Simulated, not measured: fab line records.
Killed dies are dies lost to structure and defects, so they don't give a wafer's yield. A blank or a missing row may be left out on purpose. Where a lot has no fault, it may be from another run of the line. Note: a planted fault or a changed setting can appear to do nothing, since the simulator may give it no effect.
fab line records + flow sky130 + part 2 of 2: steps 34 to 43 of 43
record:
- lots: 5
- wafers: 15
- last_day: 50
route steps=708 shown VT_ADJUST_PCH@146 SONOS_TUNNEL@154 SONOS_ONO@168 GATE_OXIDE@187
lots with no fault: from the same line, run without faults
start_h: the number of hours between the record's first day and the start of the first shown wafer of the lot + wait_h: time in hours since the lot's previous step + " unchanged from the row above + L1.1+2: a row that stands for several wafers + - no value, or no start was given + * or withheld: withheld + < > ~ a bound
route shown NAME@n: a module of which the file shows steps, and the number in the route of the first + usual: the fault-free wafers' mean and standard deviation + same: alike in all rows + chamber/n: place in a boat + sites: readings site by site + _std_site: the values' standard deviation + _edge_site: the outer-site mean with the inner-site mean subtracted + radius_mm: how far each site lies from the wafer's centre + mask NAME#n: copy n + behind: the tool/chamber that last shaped the wafer + hold: why the lot was held/for how many hours/how that ended + device: which transistor (n, p or np) failed to switch + end of line: at the end of the route, the tests of the same wafers + for a step that has no rows: nothing shown but its recipe + killed: the dies lost at the first sort to structure and to defects; this is not the yield of the wafer + map: shows each die of a wafer: x if killed, . if not, _ if none is there
set.NAME: the setting as run; set.NAME@STEP: as run at that earlier step + model.NAME: the simulator's own value behind a step, which no gauge read
a table for each step, a row for each wafer; lots at some steps of the route
services: when a tool's chamber went out of use (start_h, in hours from the record's first day, below 0 if earlier), for how many hours, and the reason
== steps ==
step: SKY_SONOS_ONO_PEB_11
recipe:
- temp_c: withheld
- time_s: *
- resist: NOVOLAK
same:
- time_s: *
| lot.wafer  | tool           | chamber | start_h | wait_h |
|------------|----------------|---------|---------|--------|
| L075.2+3+5 | litho_track-02 | 0       | -       | -      |
| L079.3+5+6 | litho_track-04 | 0       | -       | -      |
| L082.1+4+6 | litho_track-04 | 0       | -       | -      |
| L085.1+2+5 | litho_track-02 | 0       | -       | -      |
| L096.1+3+4 | litho_track-04 | 0       | -       | -      |
step: SKY_SONOS_ONO_DEVELOP_12
recipe:
- develop_time_s: 60
- dev_temp_c: 23
| lot.wafer  | tool           | chamber | start_h | wait_h |
|------------|----------------|---------|---------|--------|
| L075.2+3+5 | litho_track-02 | 0       | 292.48  | 0.1    |
| L079.3+5+6 | litho_track-04 | 0       | 330.86  | 0.1    |
| L082.1+4+6 | litho_track-04 | 0       | 351.76  | 0.1    |
| L085.1+2+5 | litho_track-02 | 0       | 365.96  | 0.1    |
| L096.1+3+4 | litho_track-04 | 0       | 469.60  | 0.1    |
step: SKY_SONOS_ONO_CD_MEAS_13
recipe:
- target_cd_nm: 410
usual:
- cd_nm: 408.9/2.1
| lot.wafer | tool      | chamber | start_h | wait_h | cd_nm |
|-----------|-----------|---------|---------|--------|-------|
| L075.2    | cd_sem-01 | -       | 292.63  | 0.1    | 406.9 |
| L075.3    | "         | -       | "       | "      | 406.4 |
| L075.5    | "         | -       | "       | "      | 405.8 |
| L079.3    | cd_sem-01 | -       | 331.00  | 0.1    | 410.6 |
| L079.5    | "         | -       | "       | "      | 411.1 |
| L079.6    | "         | -       | "       | "      | 411.1 |
| L082.1    | cd_sem-02 | -       | 351.91  | 0.1    | 410.3 |
| L082.4    | "         | -       | "       | "      | 410.4 |
| L082.6    | "         | -       | "       | "      | 408.3 |
| L085.1    | cd_sem-02 | -       | 366.11  | 0.1    | 411.5 |
| L085.2    | "         | -       | "       | "      | 410.6 |
| L085.5    | "         | -       | "       | "      | 407.4 |
| L096.1    | cd_sem-01 | -       | 469.75  | 0.1    | 409.5 |
| L096.3    | "         | -       | "       | "      | 408.2 |
| L096.4    | "         | -       | "       | "      | 409.8 |
step: SKY_SONOS_ONO_OVL_MEAS_14
usual:
- SONOS_ONO_OVL: -0.5/1.1
| lot.wafer | tool       | chamber | start_h | wait_h | SONOS_ONO_OVL[nm] |
|-----------|------------|---------|---------|--------|-------------------|
| L075.2    | overlay-02 | -       | 292.73  | 0.1    | -2.6              |
| L075.3    | "          | -       | "       | "      | -0.2              |
| L075.5    | "          | -       | "       | "      | -2.2              |
| L079.3    | overlay-01 | -       | 331.09  | 0.1    | -0.9              |
| L079.5    | "          | -       | "       | "      | -0.2              |
| L079.6    | "          | -       | "       | "      | -1.2              |
| L082.1    | overlay-02 | -       | 352.03  | 0.1    | -2.3              |
| L082.4    | "          | -       | "       | "      | -2.9              |
| L082.6    | "          | -       | "       | "      | 0.3               |
| L085.1    | overlay-01 | -       | 366.23  | 0.1    | -0.6              |
| L085.2    | "          | -       | "       | "      | -0.7              |
| L085.5    | "          | -       | "       | "      | -0.9              |
| L096.1    | overlay-02 | -       | 469.87  | 0.1    | -0.8              |
| L096.3    | "          | -       | "       | "      | -0.8              |
| L096.4    | "          | -       | "       | "      | 1.8               |
step: SKY_SONOS_ONO_ETCH_15
recipe:
- target_depth_nm: 19.52
- chemistry: CHF3/O2
- source_w: 600
- bias_w: 200
- pressure_mtorr: 40
- chf3_flow_sccm: 50
- O2_flow_sccm: 5
- time_s: 7.8
usual:
- drypump_motor_current_A: 5.7/0.39
- oes_product_au: 0.999/0.0074
- throttle_valve_pct: 8.824/0.0096
same:
- time_s: 7.8
| lot.wafer | tool        | chamber | start_h | wait_h | drypump_motor_current_A | oes_product_au | rf_hours_counter_h | throttle_valve_pct |
|-----------|-------------|---------|---------|--------|-------------------------|----------------|--------------------|--------------------|
| L075.2    | rie_diel-02 | 1       | 292.76  | 0.0    | 5.5                     | 0.997          | 75                 | 8.831              |
| L075.3    | "           | 3       | "       | "      | 4.8                     | 1.002          | 1                  | 8.834              |
| L075.5    | "           | 0       | "       | "      | 5.7                     | 0.994          | -                  | 8.813              |
| L079.3    | rie_diel-04 | 1       | 331.11  | 0.0    | 5.4                     | 0.991          | 110                | 8.807              |
| L079.5    | "           | 2       | "       | "      | 6.1                     | 0.996          | -                  | 8.812              |
| L079.6    | "           | 3       | "       | "      | 5.7                     | 0.995          | -                  | 8.823              |
| L082.1    | rie_diel-03 | 1       | 352.06  | 0.0    | 5.7                     | 1.009          | 29                 | 8.836              |
| L082.4    | "           | 1       | "       | "      | 5.7                     | 1.007          | -                  | 8.832              |
| L082.6    | "           | 0       | "       | "      | 5.7                     | 1.013          | -                  | 8.817              |
| L085.1    | rie_diel-04 | 2       | 366.26  | 0.0    | 6.1                     | 0.993          | 57                 | 8.827              |
| L085.2    | "           | 0       | "       | "      | 6.2                     | 0.995          | 1                  | 8.817              |
| L085.5    | "           | 3       | "       | "      | 5.5                     | 0.997          | -                  | 8.822              |
| L096.1    | rie_diel-03 | 0       | 469.91  | 0.0    | 5.7                     | 1.001          | 34                 | 8.812              |
| L096.3    | "           | 1       | "       | "      | 5.7                     | 0.992          | 31                 | 8.826              |
| L096.4    | "           | 3       | "       | "      | 5.6                     | 0.988          | 2                  | 8.817              |
step: SKY_SONOS_ONO_WET_ETCH_16
recipe:
- chemistry: dHF
- target_depth_nm: 14
- dry: n2_spin
- target: SiO2
- dilution: 100:1
- temp_c: 25
- time_s: 280
same:
- time_s: 280
| lot.wafer  | tool         | chamber | start_h | wait_h |
|------------|--------------|---------|---------|--------|
| L075.2+3+5 | wet_bench-02 | 0       | 292.79  | 0.0    |
| L079.3+5+6 | wet_bench-03 | 1       | 331.13  | 0.0    |
| L082.1+4+6 | wet_bench-01 | 1       | 352.08  | 0.0    |
| L085.1+2+5 | wet_bench-01 | 1       | 366.28  | 0.0    |
| L096.1+3+4 | wet_bench-03 | 0       | 469.93  | 0.0    |
step: SKY_SONOS_ONO_STRIP_17
recipe:
- chemistry: O2/N2
- power_w: 1400
- pressure_mtorr: 1500
- platen_temp_c: withheld
- o2_flow_sccm: 3000
- n2_flow_sccm: 300
- overash_fraction: 0.5
usual:
- drypump_motor_current_A: 5.9/0.47
- oes_product_au: 0.710/0.0043
- strip_time_to_endpoint_s: 14.09/0.039
same:
- overash_fraction: 0.5
| lot.wafer | tool            | chamber | start_h | wait_h | drypump_motor_current_A | oes_product_au | rf_hours_counter_h | strip_time_to_endpoint_s |
|-----------|-----------------|---------|---------|--------|-------------------------|----------------|--------------------|--------------------------|
| L075.2    | plasma_asher-03 | 0       | 292.87  | 0.0    | 5.6                     | 0.714          | 63                 | 14.13                    |
| L075.3    | "               | 0       | "       | "      | 5.6                     | 0.711          | -                  | 14.10                    |
| L075.5    | "               | 0       | "       | "      | 5.6                     | 0.711          | -                  | 14.08                    |
| L079.3    | plasma_asher-01 | 0       | 331.26  | 0.0    | 6.8                     | 0.713          | -                  | 14.08                    |
| L079.5    | "               | 1       | "       | "      | 5.8                     | 0.710          | -                  | 14.10                    |
| L079.6    | "               | 0       | "       | "      | 6.8                     | 0.720          | -                  | 14.05                    |
| L082.1    | plasma_asher-03 | 1       | 352.17  | 0.0    | 5.3                     | 0.708          | 69                 | 14.07                    |
| L082.4    | "               | 0       | "       | "      | 5.6                     | 0.708          | -                  | 14.06                    |
| L082.6    | "               | 0       | "       | "      | 5.6                     | 0.709          | -                  | 14.05                    |
| L085.1    | plasma_asher-03 | 1       | 366.37  | 0.0    | 5.2                     | 0.709          | 70                 | 14.09                    |
| L085.2    | "               | 0       | "       | "      | 5.6                     | 0.705          | 70                 | 14.10                    |
| L085.5    | "               | 1       | "       | "      | 5.3                     | 0.708          | -                  | 14.09                    |
| L096.1    | plasma_asher-01 | 0       | 470.02  | 0.0    | 6.8                     | 0.712          | 36                 | 14.08                    |
| L096.3    | "               | 1       | "       | "      | 5.8                     | 0.715          | -                  | 14.12                    |
| L096.4    | "               | 0       | "       | "      | 6.8                     | 0.712          | -                  | 14.11                    |
step: SKY_SONOS_ONO_WET_ETCH_18
recipe:
- chemistry: H3PO4
- target_depth_nm: 15
- target: Si3N4
- temp_c: 160
- time_s: 172
same:
- time_s: 172
| lot.wafer  | tool         | chamber | start_h | wait_h |
|------------|--------------|---------|---------|--------|
| L075.2+3+5 | wet_bench-01 | 2       | 292.97  | 0.1    |
| L079.3+5+6 | wet_bench-01 | 0       | 331.33  | 0.0    |
| L082.1+4+6 | wet_bench-02 | 2       | 352.27  | 0.1    |
| L085.1+2+5 | wet_bench-02 | 3       | 366.47  | 0.1    |
| L096.1+3+4 | wet_bench-03 | 2       | 470.12  | 0.1    |
step: SKY_GATE_OXIDE_CLEAN_00
recipe:
- chemistry: SC1/SC2
- mix: 1:4:20
- temp_c: 70
- time_s: 150
- dry: n2_spin
same:
- time_s: 150
| lot.wafer  | tool         | chamber | start_h | wait_h |
|------------|--------------|---------|---------|--------|
| L075.2+3+5 | wet_bench-03 | 1       | 293.03  | 0.0    |
| L079.3+5+6 | wet_bench-02 | 2       | 331.38  | 0.0    |
| L082.1+4+6 | wet_bench-03 | 0       | 352.33  | 0.0    |
| L085.1+2+5 | wet_bench-03 | 3       | 366.59  | 0.0    |
| L096.1+3+4 | wet_bench-03 | 1       | 470.17  | 0.0    |
step: SKY_GATE_OXIDE_OXIDATION_01
recipe:
- temp_c: 900
- ambient: O2
- stabilise_s: 600
- purge_s: 300
- target_thk_a: 102.68
- ox_time_s: 1473
usual:
- ox_temp_c: 899.9/0.42
- zone_power_bottom_pct: 28.6/2.3
- zone_power_top_pct: 35.5/0.62
same:
- purge_s: 300
| lot.wafer | tool       | chamber | start_h | wait_h | ox_temp_c | zone_power_bottom_pct | zone_power_top_pct |
|-----------|------------|---------|---------|--------|-----------|-----------------------|--------------------|
| L075.2    | furnace-01 | 0       | 293.08  | 0.0    | 899.7     | 30.5                  | 35.8               |
| L075.3    | "          | 0       | "       | "      | 900.0     | 30.4                  | 35.8               |
| L075.5    | "          | 0       | "       | "      | 899.5     | 30.6                  | 35.8               |
| L079.3    | furnace-01 | 0       | 332.10  | 0.7    | 899.9     | 30.8                  | 36.3               |
| L079.5    | "          | 0       | "       | "      | 900.2     | 30.5                  | 35.5               |
| L079.6    | "          | 0       | "       | "      | 900.6     | 30.6                  | 35.8               |
| L082.1    | furnace-01 | 0       | 352.38  | 0.0    | 900.4     | 30.6                  | 36.3               |
| L082.4    | "          | 0       | "       | "      | 899.9     | 30.2                  | 35.7               |
| L082.6    | "          | 0       | "       | "      | 900.0     | 30.9                  | 36.2               |
| L085.1    | furnace-02 | 0       | 367.00  | 0.4    | 900.7     | 26.3                  | 35.5               |
| L085.2    | "          | 0       | "       | "      | 900.0     | 26.0                  | 34.6               |
| L085.5    | "          | 0       | "       | "      | 900.3     | 25.8                  | 34.7               |
| L096.1    | furnace-01 | 0       | 470.31  | 0.1    | 899.5     | 30.5                  | 35.9               |
| L096.3    | "          | 0       | "       | "      | 899.6     | 30.2                  | 35.8               |
| L096.4    | "          | 0       | "       | "      | 899.5     | 30.2                  | 36.2               |
== services ==
| tool             | chamber | start_h | hours | kind   |
|------------------|---------|---------|-------|--------|
| plasma_asher-03  | -       | 204.81  | 2.8   | pm     |
| furnace-01       | -       | 205.09  | 2.8   | pm     |
| wet_bench-02     | -       | 221.44  | 0.8   | repair |
| wet_bench-01     | -       | 234.28  | 5.9   | repair |
| iline_stepper-02 | -       | 237.98  | 10.5  | repair |
| iline_stepper-02 | -       | 248.51  | 1.7   | pm     |
| furnace-02       | -       | 256.63  | 3.3   | pm     |
| iline_stepper-01 | -       | 257.92  | 1.7   | pm     |
| wet_bench-04     | -       | 258.31  | 2.5   | repair |
| furnace-02       | -       | 259.90  | 3.5   | pm     |
| plasma_asher-03  | -       | 264.34  | 5.6   | repair |
| wet_bench-02     | -       | 270.52  | 8.1   | repair |
| wet_bench-04     | -       | 283.91  | 2.4   | repair |
| iline_stepper-01 | -       | 312.72  | 6.3   | repair |
| furnace-01       | -       | 372.45  | 2.6   | pm     |
| implanter-01     | -       | 378.25  | 3.2   | repair |
| implanter-01     | -       | 384.84  | 9.2   | pm     |
| plasma_asher-03  | -       | 396.44  | 2.1   | repair |
| iline_stepper-02 | -       | 407.05  | 3.2   | repair |
| furnace-02       | -       | 410.29  | 3.9   | pm     |
| furnace-02       | -       | 426.75  | 3.1   | pm     |
| furnace-01       | -       | 440.87  | 15.5  | pm     |
| iline_stepper-02 | -       | 461.96  | 1.7   | pm     |
| iline_stepper-02 | -       | 466.70  | 4.4   | pm     |
